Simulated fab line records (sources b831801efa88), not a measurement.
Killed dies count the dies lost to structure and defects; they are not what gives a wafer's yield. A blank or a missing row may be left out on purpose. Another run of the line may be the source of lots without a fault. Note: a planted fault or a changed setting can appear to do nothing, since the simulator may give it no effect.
fab line records    flow sky130
record: lots: 7  wafers: 21  last-day: 50
route steps=708 shown METAL2@495 VIA2@507 PAD_OPEN@708
lots with no fault: from the same line, run without faults
start-h: hours from the record's opening day to when the first of the lot's shown wafers began    wait-h: time in hours since the lot's previous step    " as in the row above    L1.1+2: a row that stands for several wafers    - no value, or no start was given    * or withheld: withheld    < > ~ a bound
route shown NAME@n: a module of which the file shows steps, and the number in the route of the first    usual: mean and standard deviation over wafers with no fault    same: alike in all rows    chamber/n: place in a boat    sites: per-site readings    _std_site: how widely they spread, as a standard deviation    _edge_site: inner sites' mean taken away from outer sites' mean    radius-mm: how far each site lies from the wafer's centre    mask NAME#n: copy n    behind: the most recent tool/chamber to have shaped the wafer    hold: cause of the lot's hold/its duration in hours/its outcome    device: the n, p or np transistor that did not switch    end of line: tests run on the same wafers once the route is complete    a step with no rows: only its recipe    killed: the dies lost at the first sort to structure and to defects; this is not the yield of the wafer    map: dies across one wafer; x = killed, . = not, _ = none there
set.NAME: the setting that was run; set.NAME@STEP: the one run at that earlier step    model.NAME: the simulator's own value behind a step, which no gauge read
lots at selected steps of the route; one table per step, one row per wafer
services: the hour from which a tool's chamber was out of use, counted from the record's first day as start-h (under 0 if before that day), plus the number of hours and why
== steps ==
step: SKY_METAL2_EXPOSE_12
recipe: mask-id: MM2  na: 0.8  source-shape: annular  sigma-inner: 0.55  sigma-outer: 0.85  target-cd-nm: 140  dose-mj: 28
step: SKY_METAL2_PEB_13
recipe: peb-temp-c: withheld  peb-time-s: withheld  resist: KrF-thick
step: SKY_METAL2_DEVELOP_14
recipe: develop-time-s: 60  resist: KrF-thick  dev-temp-c: 21
step: SKY_METAL2_CD_MEAS_15
recipe: target-cd-nm: 140
usual: cd-nm: 140.2/1.4
lot.wafer  tool       chamber  start-h  wait-h  cd-nm
L963.2     cd-sem-02  -        858.99   -       138.8
L963.3     "          -        "        "       139.1
L963.6     "          -        "        "       139.9
L968.4     cd-sem-01  -        897.80   -       143.6
L968.5     "          -        "        "       143.8
L968.6     "          -        "        "       142.2
L969.2     cd-sem-02  -        905.54   -       140.2
L969.3     "          -        "        "       139.8
L969.5     "          -        "        "       140.9
L970.3     cd-sem-01  -        912.79   -       139.4
L970.4     "          -        "        "       141.5
L970.5     "          -        "        "       139.6
L976.3     cd-sem-02  -        959.19   -       141.2
L976.5     "          -        "        "       142.1
L976.6     "          -        "        "       140.1
L977.1     cd-sem-01  -        961.85   -       139.5
L977.2     "          -        "        "       140.5
L977.4     "          -        "        "       140.1
L982.3     cd-sem-01  -        990.43   -       140.8
L982.5     "          -        "        "       140.6
L982.6     "          -        "        "       140.0
step: SKY_METAL2_OVL_MEAS_16
usual: METAL2_OVL: 1/4.6
lot.wafer  tool        chamber  start-h  wait-h  METAL2_OVL[nm]
L963.2     overlay-02  -        859.09   0.1     5
L963.3     "           -        "        "       4
L963.6     "           -        "        "       3
L968.4     overlay-02  -        897.88   0.1     7
L968.5     "           -        "        "       4
L968.6     "           -        "        "       5
L969.2     overlay-01  -        905.64   0.1     0
L969.3     "           -        "        "       9
L969.5     "           -        "        "       0
L970.3     overlay-02  -        912.88   0.1     -1
L970.4     "           -        "        "       0
L970.5     "           -        "        "       -1
L976.3     overlay-02  -        959.28   0.1     3
L976.5     "           -        "        "       5
L976.6     "           -        "        "       -3
L977.1     overlay-01  -        961.97   0.1     -1
L977.2     "           -        "        "       1
L977.4     "           -        "        "       7
L982.3     overlay-02  -        990.53   0.1     13
L982.5     "           -        "        "       3
L982.6     "           -        "        "       14
step: SKY_METAL2_DESCUM_17
recipe: chemistry: O2  source-power-w: 150  bias-power-w: 0  pressure-mtorr: 10  temp-c: 40  time-s: 8
usual: drypump-motor-current-A: 5.7/0.47  oes-product-au: 0.995/0.012  temp-c: 40.00/0.1
lot.wafer  tool          chamber  start-h  wait-h  drypump-motor-current-A  oes-product-au  rf-hours-counter-h  temp-c
L963.2     rie-metal-01  1        859.12   0.0     6.2                      0.994           6                   40.01
L963.3     "             0        "        "       5.1                      0.996           -                   40.09
L963.6     "             0        "        "       5.1                      0.989           -                   40.01
L968.4     rie-metal-03  1        897.91   0.0     5.4                      0.987           -                   39.81
L968.5     "             0        "        "       5.8                      1.010           -                   40.00
L968.6     "             1        "        "       5.4                      0.979           -                   40.05
L969.2     rie-metal-03  1        905.67   0.0     5.4                      0.987           3                   39.89
L969.3     "             1        "        "       5.5                      0.984           -                   39.96
L969.5     "             1        "        "       5.5                      0.982           -                   40.00
L970.3     rie-metal-01  0        912.92   0.0     5.1                      0.998           -                   39.94
L970.4     "             1        "        "       6.3                      0.982           -                   39.95
L970.5     "             1        "        "       6.3                      0.988           -                   39.96
L976.3     rie-metal-01  1        959.32   0.0     6.2                      0.990           -                   39.96
L976.5     "             0        "        "       5.1                      0.994           -                   40.06
L976.6     "             1        "        "       6.2                      0.994           -                   39.82
L977.1     rie-metal-02  1        962.01   0.0     6.5                      0.996           10                  39.99
L977.2     "             0        "        "       5.4                      0.980           8                   40.10
L977.4     "             0        "        "       5.4                      0.977           -                   40.06
L982.3     rie-metal-03  1        990.56   0.0     5.5                      1.001           -                   39.91
L982.5     "             0        "        "       5.8                      1.014           -                   39.94
L982.6     "             1        "        "       5.4                      0.996           -                   40.10
step: SKY_METAL2_ETCH_18
recipe: chemistry: N2/H2  target: BARC  ion-energy-ev: 200  bias-w: 100  pressure-mtorr: 30  n2-flow-sccm: 100  h2-flow-sccm: 200  icp-w: 500  stop-on: SiO2  time-s: 45.9  target-depth-a: 600
usual: drypump-motor-current-A: 5.7/0.47  oes-product-au: 0.854/0.0053  throttle-valve-pct: 13.225/0.0096
lot.wafer  tool          chamber  start-h  wait-h  drypump-motor-current-A  oes-product-au  rf-hours-counter-h  throttle-valve-pct
L963.2     rie-metal-01  1        859.16   0.0     6.3                      0.856           6                   13.239
L963.3     "             0        "        "       5.1                      0.851           -                   13.226
L963.6     "             0        "        "       5.1                      0.849           -                   13.216
L968.4     rie-metal-03  1        897.95   0.0     5.5                      0.851           -                   13.208
L968.5     "             0        "        "       5.8                      0.852           -                   13.223
L968.6     "             1        "        "       5.4                      0.846           -                   13.226
L969.2     rie-metal-03  1        905.71   0.0     5.5                      0.849           3                   13.209
L969.3     "             1        "        "       5.5                      0.852           -                   13.236
L969.5     "             1        "        "       5.5                      0.848           -                   13.226
L970.3     rie-metal-01  0        912.96   0.0     5.1                      0.859           -                   13.201
L970.4     "             1        "        "       6.3                      0.863           -                   13.214
L970.5     "             1        "        "       6.3                      0.848           -                   13.231
L976.3     rie-metal-01  1        959.36   0.0     6.3                      0.855           -                   13.216
L976.5     "             0        "        "       5.1                      0.852           -                   13.223
L976.6     "             1        "        "       6.3                      0.853           -                   13.212
L977.1     rie-metal-02  1        962.05   0.0     6.5                      0.860           10                  13.224
L977.2     "             0        "        "       5.4                      0.856           8                   13.231
L977.4     "             0        "        "       5.4                      0.852           -                   13.217
L982.3     rie-metal-03  1        990.60   0.0     5.5                      0.862           -                   13.221
L982.5     "             0        "        "       5.8                      0.861           -                   13.227
L982.6     "             1        "        "       5.5                      0.851           -                   13.236
step: SKY_METAL2_METAL_ETCH_19
recipe: target-depth-a: 3600  stop-on: SiO2  over-etch-frac: 0.3  time-s: 78  chemistry: Cl2/BCl3  resist-sidewall-deg: 88  pressure-mtorr: 10  icp-w: 900  bias-w: 48.5  Cl2_flow_sccm: 60  bcl3-flow-sccm: 30
usual: drypump-motor-current-A: 5.7/0.47  oes-product-au: 0.853/0.006  throttle-valve-pct: 22.263/0.0089
lot.wafer  tool          chamber  start-h  wait-h  drypump-motor-current-A  oes-product-au  rf-hours-counter-h  throttle-valve-pct
L963.2     rie-metal-01  1        859.22   0.0     6.3                      0.848           6                   22.272
L963.3     "             0        "        "       5.1                      0.857           -                   22.251
L963.6     "             0        "        "       5.1                      0.860           -                   22.268
L968.4     rie-metal-03  1        898.02   0.1     5.5                      0.857           -                   22.256
L968.5     "             0        "        "       5.7                      0.857           -                   22.244
L968.6     "             1        "        "       5.5                      0.856           -                   22.249
L969.2     rie-metal-03  1        905.77   0.0     5.4                      0.867           3                   22.272
L969.3     "             1        "        "       5.5                      0.858           -                   22.258
L969.5     "             1        "        "       5.5                      0.854           -                   22.278
L970.3     rie-metal-01  0        913.03   0.1     5.1                      0.856           -                   22.263
L970.4     "             1        "        "       6.2                      0.855           -                   22.260
L970.5     "             1        "        "       6.3                      0.854           -                   22.277
L976.3     rie-metal-01  1        959.43   0.1     6.3                      0.860           -                   22.281
L976.5     "             0        "        "       5.1                      0.842           -                   22.260
L976.6     "             1        "        "       6.3                      0.858           -                   22.256
L977.1     rie-metal-02  1        962.13   0.1     6.5                      0.853           10                  22.264
L977.2     "             0        "        "       5.4                      0.859           8                   22.267
L977.4     "             0        "        "       5.4                      0.849           -                   22.244
L982.3     rie-metal-03  1        990.67   0.1     5.5                      0.847           -                   22.255
L982.5     "             0        "        "       5.7                      0.853           -                   22.272
L982.6     "             1        "        "       5.5                      0.857           -                   22.267
step: SKY_METAL2_STRIP_20
recipe: chemistry: O2/N2  power-w: 1400  pressure-mtorr: 1500  platen-temp-c: withheld  o2-flow-sccm: 3000  n2-flow-sccm: 300  overash-fraction: 0.5
usual: drypump-motor-current-A: 5.7/0.47  oes-product-au: 0.344/0.0049  strip-time-to-endpoint-s: 2.73/0.058
lot.wafer  tool             chamber  start-h  wait-h  drypump-motor-current-A  oes-product-au  rf-hours-counter-h  strip-time-to-endpoint-s
L963.2     plasma-asher-01  0        859.31   0.1     5.8                      0.353           72                  2.75
L963.3     "                1        "        "       5.7                      0.350           -                   2.75
L963.6     "                0        "        "       5.8                      0.341           -                   2.75
L968.4     plasma-asher-04  1        898.12   0.1     4.8                      0.343           -                   2.76
L968.5     "                1        "        "       4.9                      0.348           -                   2.68
L968.6     "                0        "        "       6.4                      0.342           -                   2.78
L969.2     plasma-asher-01  1        905.86   0.1     5.7                      0.349           77                  2.81
L969.3     "                0        "        "       5.8                      0.343           -                   2.78
L969.5     "                0        "        "       5.8                      0.346           -                   2.80
L970.3     plasma-asher-01  0        913.12   0.1     5.8                      0.343           -                   2.77
L970.4     "                1        "        "       5.6                      0.351           -                   2.81
L970.5     "                0        "        "       5.8                      0.343           -                   2.77
L976.3     plasma-asher-01  0        959.53   0.1     5.8                      0.340           -                   2.76
L976.5     "                0        "        "       5.8                      0.338           -                   2.74
L976.6     "                1        "        "       5.6                      0.349           -                   2.76
L977.1     plasma-asher-01  0        962.25   0.1     5.8                      0.341           84                  2.66
L977.2     "                1        "        "       5.7                      0.342           84                  2.78
L977.4     "                1        "        "       5.6                      0.350           -                   2.77
L982.3     plasma-asher-04  0        990.77   0.1     6.4                      0.346           -                   2.78
L982.5     "                0        "        "       6.4                      0.343           -                   2.68
L982.6     "                1        "        "       4.9                      0.341           -                   2.79
step: SKY_METAL2_STRIP_21
recipe: chemistry: post-etch-residue-remover  time-s: 1200  temp-c: 72.5
step: SKY_METAL2_CLEAN_22
recipe: chemistry: IPA  time-s: 180  temp-c: 25
step: SKY_METAL2_CLEAN_23
recipe: chemistry: O3/DIW  dry: n2-spin
step: SKY_VIA2_HDPCVD_00
recipe: material: SiO2  target-thk-nm: 1180  sigma-open-frac: 0.3  time-s: 196.7  temp-c: 400  sih4-flow-sccm: 60  pressure-mtorr: 6
usual: pressure-mtorr: 6.000/0.012  run-length-s: 224.3/0.45
lot.wafer  tool       chamber  start-h  wait-h  pressure-mtorr  run-length-s
L963.2     hdpcvd-02  0        859.97   0.0     6.008           224.5
L963.3     "          2        "        "       6.018           224.4
L963.6     "          1        "        "       6.009           223.7
L968.4     hdpcvd-02  2        898.75   0.1     -               -
L968.5     "          0        "        "       -               -
L968.6     "          1        "        "       -               -
L969.2     hdpcvd-02  1        906.46   0.0     -               -
L969.3     "          0        "        "       -               -
L969.5     "          2        "        "       -               -
L970.3     hdpcvd-02  0        913.72   0.0     -               -
L970.4     "          2        "        "       -               -
L970.5     "          1        "        "       -               -
L976.3     hdpcvd-02  1        960.48   0.0     6.015           224.3
L976.5     "          0        "        "       6.001           224.1
L976.6     "          2        "        "       6.005           224.7
L977.1     hdpcvd-02  1        963.28   0.0     6.012           224.2
L977.2     "          2        "        "       6.011           225.2
L977.4     "          2        "        "       6.004           224.4
L982.3     hdpcvd-01  2        991.33   0.0     6.012           223.5
L982.5     "          2        "        "       6.031           223.5
L982.6     "          0        "        "       6.014           224.6
step: SKY_PAD_OPEN_PROBE_99
usual: defect-limited-yield: 82.3/2  killed_at_M0_to_M3: 45/7.5  killed_at_M4_up: 3.2/1.8  killed-at-contacts: 24/4.9  killed-at-front-end: 15/4.4  killed-at-other: 0.3/0.54  killed-dies: 87/9.8  killed-on-rim: 17/4.2  killed-open: 47/6.4  killed-short: 40/6.5  sort_bin_3_pad_short: 0.9/0.44  sort_bin_5_function: 10.5/1.5  sort_bin_6_memory: 6.3/1.2  sort-n-pass: 405/9.8  sort-yield-pct: 82.3/2
same: gross-dies: 492  killed-at-back-side: 0  sort_bin_4_leakage[%]: 0  sort_bin_8_speed[%]: 0
lot.wafer  tool       chamber  start-h  wait-h  defect-limited-yield[%]  killed_at_M0_to_M3  killed_at_M4_up  killed-at-contacts  killed-at-front-end  killed-at-other  killed-dies  killed-on-rim  killed-open  killed-short  sort_bin_3_pad_short[%]  sort_bin_5_function[%]  sort_bin_6_memory[%]  sort-n-pass  sort-yield-pct[%]
L963.2     prober-01  -        1108.36  0.1     85.6                     36                  4                20                  11                   0                71           12             43           28            0.2                      9.6                     4.7                   421          85.6
L963.3     prober-01  -        1108.41  0.2     81.1                     45                  4                29                  13                   2                93           21             52           41            1.6                      10.2                    7.1                   399          81.1
L963.6     prober-01  -        1108.56  0.2     83.3                     45                  5                21                  11                   0                82           13             43           39            0.6                      11.0                    5.1                   410          83.3
L976.3     prober-01  -        1182.22  0.2     79.9                     55                  1                27                  16                   0                99           25             57           42            0.6                      14.0                    5.5                   393          79.9
L976.5     prober-01  -        1182.32  0.2     86.4                     34                  1                23                  7                    2                67           9              41           25            0.6                      8.5                     4.5                   425          86.4
L976.6     prober-01  -        1182.37  0.2     82.3                     42                  1                23                  21                   0                87           13             53           34            0.4                      10.2                    7.1                   405          82.3
L977.1     prober-01  -        1186.05  0.1     81.5                     48                  4                26                  13                   0                91           19             53           36            0.6                      11.4                    6.5                   401          81.5
L977.2     prober-01  -        1186.10  0.1     81.1                     42                  5                26                  20                   0                93           17             51           40            1.2                      11.0                    6.7                   399          81.1
L977.4     prober-01  -        1186.20  0.2     81.7                     54                  1                22                  12                   1                90           23             49           41            0.8                      12.8                    4.7                   402          81.7
L982.3     prober-01  -        1203.06  0.2     86.0                     38                  1                20                  10                   0                69           14             37           30            0.6                      9.3                     4.1                   423          86.0
L982.5     prober-01  -        1203.16  0.2     80.7                     45                  2                31                  17                   0                95           15             49           46            1.6                      11.2                    6.5                   397          80.7
L982.6     prober-01  -        1203.21  0.2     83.7                     38                  1                31                  10                   0                80           22             46           34            0.2                      11.8                    4.3                   412          83.7
killed by level:class
L963.2 CONTACT:geometric-particle:open=8 VIA1:geometric-particle:open=8 VIA3:geometric-particle:open=6 LI_CONTACT:geometric-particle:short=5 VIA2:geometric-particle:open=5 VIA1:geometric-particle:short=5 LI_CONTACT:geometric-particle:open=4 FIELD_ISO:geometric-particle:open=3
L963.3 VIA1:geometric-particle:open=11 LI_CONTACT:geometric-particle:open=9 CONTACT:geometric-particle:open=9 VIA3:geometric-particle:open=8 VIA2:geometric-particle:open=7 METAL1:geometric-particle:short=6 LOCAL_INTERCONNECT:geometric-particle:short=5 VIA1:geometric-particle:short=5
L963.6 VIA2:geometric-particle:open=9 VIA1:geometric-particle:open=8 METAL2:geometric-particle:short=8 CONTACT:geometric-particle:open=7 METAL1:geometric-particle:short=7 VIA3:geometric-particle:open=7 LOCAL_INTERCONNECT:geometric-particle:short=6 FIELD_ISO:geometric-particle:short=5
L976.3 VIA1:geometric-particle:open=13 LI_CONTACT:geometric-particle:open=12 VIA3:geometric-particle:open=11 CONTACT:geometric-particle:short=7 METAL1:geometric-particle:short=6 POLY_GATE:geometric-particle:short=5 VIA3:geometric-particle:short=5 CONTACT:geometric-particle:open=4
L976.5 CONTACT:geometric-particle:open=12 VIA1:geometric-particle:open=10 VIA2:geometric-particle:open=6 LI_CONTACT:geometric-particle:open=4 METAL1:geometric-particle:short=4 METAL2:geometric-particle:short=4 POLY_GATE:geometric-particle:short=3 LOCAL_INTERCONNECT:geometric-particle:short=3
L976.6 VIA1:geometric-particle:open=12 CONTACT:geometric-particle:open=11 VIA1:geometric-particle:short=8 LI_CONTACT:geometric-particle:open=7 POLY_GATE:geometric-particle:open=6 VIA3:geometric-particle:open=5 CONTACT:geometric-particle:short=4 METAL1:geometric-particle:short=4
L977.1 CONTACT:geometric-particle:open=11 VIA1:geometric-particle:open=11 VIA2:geometric-particle:open=9 METAL2:geometric-particle:short=6 LI_CONTACT:geometric-particle:open=5 VIA3:geometric-particle:open=5 POLY_GATE:geometric-particle:short=4 LOCAL_INTERCONNECT:geometric-particle:short=4
L977.2 LOCAL_INTERCONNECT:geometric-particle:short=10 FIELD_ISO:geometric-particle:open=7 VIA3:geometric-particle:open=7 VIA1:geometric-particle:open=6 VIA2:geometric-particle:open=5 POLY_GATE:geometric-particle:open=4 LI_CONTACT:geometric-particle:open=4 CONTACT:geometric-particle:open=4
L977.4 VIA1:geometric-particle:open=14 VIA3:geometric-particle:open=9 LI_CONTACT:geometric-particle:open=6 CONTACT:geometric-particle:open=6 VIA1:geometric-particle:short=6 METAL2:geometric-particle:short=6 FIELD_ISO:geometric-particle:open=5 CONTACT:geometric-particle:short=5
L982.3 VIA1:geometric-particle:open=13 CONTACT:geometric-particle:open=8 VIA2:geometric-particle:open=7 LOCAL_INTERCONNECT:geometric-particle:short=5 FIELD_ISO:geometric-particle:open=4 VIA2:geometric-particle:short=4 CONTACT:geometric-particle:short=4 VIA3:geometric-particle:short=4
L982.5 CONTACT:geometric-particle:open=12 VIA1:geometric-particle:open=11 FIELD_ISO:geometric-particle:open=7 VIA2:geometric-particle:open=6 LI_CONTACT:geometric-particle:short=5 LI_CONTACT:geometric-particle:open=5 LOCAL_INTERCONNECT:geometric-particle:short=5 VIA2:geometric-particle:short=5
L982.6 CONTACT:geometric-particle:open=13 VIA1:geometric-particle:open=9 METAL1:geometric-particle:short=8 VIA2:geometric-particle:open=8 LI_CONTACT:geometric-particle:open=7 LOCAL_INTERCONNECT:geometric-particle:short=4 LI_CONTACT:geometric-particle:short=3 METAL3:geometric-particle:short=3
== services ==
tool             chamber  start-h  hours  kind
rie-metal-03     -        849.98   1.0    repair
rie-metal-03     -        874.15   14.6   pm
plasma-asher-04  -        890.45   4.6    repair
rie-metal-03     -        892.46   1.4    pm
hdpcvd-01        -        912.04   0.7    repair
hdpcvd-01        -        950.25   15.0   pm
hdpcvd-01        0        950.25   15.0   vent-cycle
hdpcvd-01        1        950.25   15.0   vent-cycle
hdpcvd-01        2        950.25   15.0   vent-cycle
rie-metal-01     0        962.68   7.9    repair
plasma-asher-01  -        964.50   1.1    repair
hdpcvd-01        0        965.25   -      clean
hdpcvd-01        1        965.25   -      clean
hdpcvd-01        2        965.25   -      clean
plasma-asher-04  -        981.31   8.4    pm
== key ==
first-sign: step: SKY_VIA2_HDPCVD_00  reading: tool-record  direction: missing
effect none on later readings
met-at SKY_VIA2_HDPCVD_00
struck-wafers L968.4,L968.5,L968.6,L969.2,L969.3,L969.5,L970.3,L970.4,L970.5
scrapped-behind SKY_VIA2_THK_MEAS_01 L968.4,L968.5,L968.6,L969.2,L969.3,L969.5,L970.3,L970.4,L970.5
onset-between 859.97 898.75
fault: kind: skipped-step-whole  tool: hdpcvd-02  chamber: -  onset-h: 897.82  steps: SKY_VIA2_HDPCVD_00  scope: struck-lots-only
